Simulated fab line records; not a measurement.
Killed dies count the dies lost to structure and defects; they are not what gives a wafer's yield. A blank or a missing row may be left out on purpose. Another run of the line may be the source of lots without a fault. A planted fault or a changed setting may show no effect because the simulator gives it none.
Problem report in the 8D (eight disciplines) form, filled by code / flow gf180mcu / the parts of the form that need people (team, actions taken, sign-off) are left out

## 1. THE ISSUE
oes-product-au at GF_POLY_GATE_STRIP_14 reads a mean of 0.544 a.u. on 2 wafers of 2 lots; wafers without a fault read 0.505 a.u. with a standard deviation of 0.0048. That puts it +8.0 standard deviations away from the usual mean.
The step: strips in O2/N2.
First observed at day 13 08:55: wafer L580.6, on plasma-asher-03. The record holds 36 wafers of 12 lots with a number at this step. Rule for "out" (also "out of limits"): further than 4 standard deviations from the usual mean. The other wafers with a number count as sound.

## 2. WHAT THIS IS AND IS NOT
question=which readings at this step | is=oes-product-au | is not=drypump-motor-current-A, heater-power-w, n2-flow-sccm
question=which lots | is=L580, L582 | is not=L566, L567, L570, L571, L573, L575, L578, L583, L585, L588
question=which wafers of those lots | is=L580.6, L582.6 | is not=L580.3, L580.5, L582.1, L582.5
question=read on which tools | is=plasma-asher-03, plasma-asher-04 | is not=plasma-asher-01
question=when | is=from day 13 08:55 | is not=up to then (23 sound wafers); but 11 sound wafers of L582, L583, L585, L588 came after

## 3. SUSPECTS, AND WHAT RULES EACH OUT
Counting: any tool at a process step up to the reading remains a suspect provided it ran every lot that is out. Sound lots after the first of them don't rule it out here, since some wafers of a struck lot are sound.
- plasma-asher-01 at GF_DNWELL_STRIP_08 (strips in O2/N2): kept. Every lot that is out went through it, the first being L580 (day 5 20:45); the last sound lot it ran before that was L573 (day 4 07:51).
- litho-track-01 at GF_POLY_GATE_COAT_05 (resist thk 700 nm): kept. Every lot that is out went through it, the first being L580 (day 12 22:00); the last sound lot it ran before that was L578 (day 12 11:00).
After counting, plasma-asher-01 at GF_DNWELL_STRIP_08 and litho-track-01 at GF_POLY_GATE_COAT_05 remain.

## 4. THE CAUSE (what the simulator had put in)
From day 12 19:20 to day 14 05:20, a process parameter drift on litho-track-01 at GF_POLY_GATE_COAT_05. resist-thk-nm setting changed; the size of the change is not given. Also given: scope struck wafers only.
After counting, 2 suspects remain, this tool included.

## 5. THE EFFECT CHAIN, in route order
Each row: a reading whose mean over the struck wafers that have a number lies more than 3 standard deviations from the usual. Scope: only readings with a usual standard deviation given in the record; hours: median across lots of the time from each lot's start at the first step in this table that gives one to its start at this step; sigmas: change in usual standard deviations.
hours=0; step=GF_POLY_GATE_STRIP_14; reading=oes-product-au; usual=0.505 a.u.; on struck wafers=0.544; change=+0.039; sigmas=+8.0
Process steps it contains:
- GF_POLY_GATE_STRIP_14: strips in O2/N2.

## 6. HOW IT WOULD HAVE BEEN CAUGHT EARLIER
14 hours passed between the start of the fault at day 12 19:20 and the first reading out of limits in this record, taken at day 13 08:55.
Lots out: 2; of these, L582 started GF_POLY_GATE_COAT_05 on litho-track-01 after day 13 08:55. It would have been spared by a hold on the tool at that moment.
